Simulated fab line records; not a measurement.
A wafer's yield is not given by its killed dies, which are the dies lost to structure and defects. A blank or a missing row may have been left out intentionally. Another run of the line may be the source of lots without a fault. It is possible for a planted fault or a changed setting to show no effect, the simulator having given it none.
A struck lot beside a sound one :: flow sky130 :: 20 steps out of a route of 708
Sound: the wafers L120.1, L120.3, L120.5. Struck: wafers L123.2, L123.5, L123.6. At the end, the cause is stated.
Order at every step that has rows: each side's tool, ch and its chambers, its first start. Under that, the readings that differ: sound wafers :: struck wafers :: difference of the means :: sigmas: that difference in standard deviations of wafers without a fault.
alike: readings whose means differ by less than 2 such deviations, and words and numbers that are the same on both sides. not compared: withheld readings, readings that some wafer has no value for, bounds like >300 that may hide the same value, and numbers for which the record gives no deviation and whose values overlap.
Wherever a step has rows on one side only, a row that says differs or no value, or a row with sigmas, the two part there. Numbers that don't overlap but have no deviation are shown without sigmas and don't part them. A reading missing from all wafers of one side parts the sides only when that side holds two or more wafers.

SKY_POLY_GATE_THK_MEAS_21:
  sound on film_metro-02, day 16 20:07; struck on film_metro-04, day 18 11:32
  alike: POLY_GATE_OXIDATION_THK
SKY_POLY_GATE_CD_MEAS_22:
  sound on cd_sem-01, day 16 20:10; struck on cd_sem-01, day 18 11:37
  alike: cd_nm
then, 7 steps without rows for these wafers: SKY_LDD_N_DEHYDRATE_00 (time 60 s); SKY_LDD_N_HMDS_01 (prime time 60 s); SKY_LDD_N_COAT_02 (resist thk 300 nm); SKY_LDD_N_SOFTBAKE_03 (time 60 s); SKY_LDD_N_EXPOSE_04 (exposes mask NTM, target cd 840 nm); SKY_LDD_N_PEB_05; SKY_LDD_N_DEVELOP_06 (develop time 60 s).
SKY_LDD_N_OVL_MEAS_07:
  sound on overlay-02, day 18 00:59; struck on overlay-01, day 19 18:20
  alike: LDD_N_OVL
then, 2 steps without rows for these wafers: SKY_LDD_N_IMPLANT_08; SKY_LDD_N_IMPLANT_09.
SKY_LDD_N_IMPLANT_10:
  struck on implanter-01, day 19 18:41; sound on implanter-03 ch 0, day 18 01:19
  no value came back on the struck wafers for beam_energy_keV, beam_on_s (s); on the sound wafers beam_energy_keV reads 20.004 19.998 20.006
then, 5 steps without rows for these wafers: SKY_LDD_N_IMPLANT_11; SKY_LDD_N_IMPLANT_12; SKY_LDD_N_IMPLANT_13; SKY_LDD_N_IMPLANT_14; SKY_LDD_N_IMPLANT_15.
SKY_LDD_N_STRIP_16: strips in O2/N2.
  sound on plasma_asher-04 ch 0,1, day 18 02:13; struck on plasma_asher-03 ch 0,1, day 19 19:34
reading: strip_time_to_endpoint_s (s)
sound: 4.302 4.309 4.303
struck: 4.128 4.109 4.134
difference: -0.181
sigmas: -11
  alike: drypump_motor_current_A, oes_product_au
  not compared: rf_hours_counter_h
SKY_LDD_N_TW_MEAS_17:
  sound on film_metro-01, day 18 02:19; struck on film_metro-01, day 19 19:40
reading: LDD_N_TW
sound: 2557 2582 2571
struck: 2448 2444 2457
difference: -120
sigmas: -6

== WHERE THEY PART ==
First at SKY_LDD_N_IMPLANT_10; last, within this record, at SKY_LDD_N_TW_MEAS_17.

WHY: the cause the simulator had injected
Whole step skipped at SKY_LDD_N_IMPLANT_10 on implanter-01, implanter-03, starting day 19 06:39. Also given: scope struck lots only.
